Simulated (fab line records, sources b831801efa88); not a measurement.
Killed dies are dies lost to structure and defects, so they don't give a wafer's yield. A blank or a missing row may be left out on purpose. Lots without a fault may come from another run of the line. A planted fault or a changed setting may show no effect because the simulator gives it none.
A struck lot beside a sound one | flow sky130 | 15 steps out of a route of 708
Sound: wafers L434.3, L434.4, L434.5. Struck: wafer L439.3. (L439.2, L439.4 of the same lot were not struck and are left out.) The cause comes at the end.
At each step with rows: each side's tool, then ch and its chambers, then its first start. Under that, the readings that differ: sound wafers | struck wafers | difference of the means | sigmas: that difference in standard deviations of wafers without a fault.
alike: readings whose means differ by less than 2 such deviations, and words and numbers that are the same on both sides. not compared: withheld readings, readings that some wafer has no value for, bounds like >300 that may hide the same value, and numbers for which the record gives no deviation and whose values overlap.
The two part at a step that has a row with sigmas, a row that says differs or no value, or rows on one side only. Numbers that don't overlap but have no deviation are shown without sigmas and don't part them. A reading that every wafer of one side lacks parts them only if that side has two wafers or more.

first, 1 step without rows for these wafers: SKY_CONTACT_ETCH_17 (etches SiO2 in C4F8/O2/Ar, stops on Si3N4, target depth 340 nm).
SKY_CONTACT_ETCH_18: etches Si3N4 in CHF3/O2, stops on TiN, time 39 s, target depth 75 nm.
  sound on rie_diel-04 ch 1,2; struck on rie_diel-01 ch 1
  alike: drypump_motor_current_A, oes_product_au, throttle_valve_pct
  not compared: rf_hours_counter_h
SKY_CONTACT_STRIP_19: strips in O2/N2.
  sound on plasma_asher-03 ch 0,1, day 33 06:57; struck on plasma_asher-01 ch 0, day 34 17:01
  alike: drypump_motor_current_A, n2_flow_sccm, oes_product_au, strip_time_to_endpoint_s
  not compared: rf_hours_counter_h
then, 4 steps without rows for these wafers: SKY_CONTACT_STRIP_20 (strips in post etch residue remover, time 1200 s); SKY_CONTACT_CLEAN_21 (cleans in IPA, time 180 s); SKY_CONTACT_CLEAN_22 (cleans in O3/DIW); SKY_CONTACT_SPUTTER_23 (material TiN, target thk 20 nm, time 80 s).
SKY_CONTACT_CVD_24: deposits W, target thk 340 nm, time 102.12 s.
  sound on cvd_w-01 ch 0, day 33 07:38; struck on cvd_w-02 ch 1, day 34 17:41
  alike: heater_power_w
SKY_CONTACT_RS_MEAS_25: measures by four-point-probe.
  sound on film_metro-04, day 33 07:50; struck on film_metro-04, day 34 17:49
  alike: CONTACT_W_RS
SKY_CONTACT_THK_MEAS_26: measures by xrf.
  sound on film_metro-04, day 33 07:56; struck on film_metro-04, day 34 17:56
  alike: CONTACT_W_THK
SKY_CONTACT_CMP_27: polishes, stops on SiO2, t overpolish 15 s, target thk 0 nm.
  sound on cmp-02 ch 0,1, day 33 07:58; struck on cmp-01 ch 1, day 34 17:59
  alike: motor_current_A, overpolish_run_s, time_to_endpoint_s
SKY_METAL1_SPUTTER_00: material Ti, target thk 15 nm, time 10 s.
  sound on pvd_sputter-03, day 33 08:16; struck on pvd_sputter-03, day 34 18:17
  alike: chamber_pressure_pa, throttle_valve_pct
SKY_METAL1_SPUTTER_01: material TiN, target thk 20 nm, time 16.7 s.
  sound on pvd_sputter-03, day 33 08:17; struck on pvd_sputter-03, day 34 18:18
  reading                                    | sound                | struck | difference | sigmas
  chamber_pressure_pa (Pa)                   | 0.4001 0.3996 0.4001 | 0.4017 | +0.0018    | +2
  model.TiN_of_METAL1_SPUTTER_01.thk_nm (nm) | 19.78 19.68 19.6     | 16.12  | -3.57      |
  alike: throttle_valve_pct
then, 1 step without rows for these wafers: SKY_METAL1_SPUTTER_02 (material AlCu, target thk 250 nm, time 13.3 s).
-- the record jumps here: 14 days lie between the struck wafers' starts before and after (it left off in module METAL1 and takes up again in module PAD_OPEN, whose first step shown is number 708 of the route) --
SKY_PAD_OPEN_PROBE_99:
  sound on prober-02, day 47 02:22; struck on prober-02, day 48 08:16
  reading                  | sound       | struck | difference | sigmas
  sort_bin_3_pad_short (%) | 0.8 1.6 1.4 | 0.2    | -1.1       | -3
  alike: defect_limited_yield, killed_at_M0_to_M3, killed_at_M4_up, killed_at_contacts, killed_at_front_end, killed_at_other, killed_dies, killed_open, killed_short, sort_bin_5_function, sort_bin_6_memory, sort_n_pass, sort_yield_pct

WHERE THEY PART
First at SKY_METAL1_SPUTTER_01; last, within this record, at SKY_PAD_OPEN_PROBE_99.

WHY: what the simulator had put in
Process parameter drift: pvd_sputter-03, from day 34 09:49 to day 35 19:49, at SKY_METAL1_SPUTTER_01. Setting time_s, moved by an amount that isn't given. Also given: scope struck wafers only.
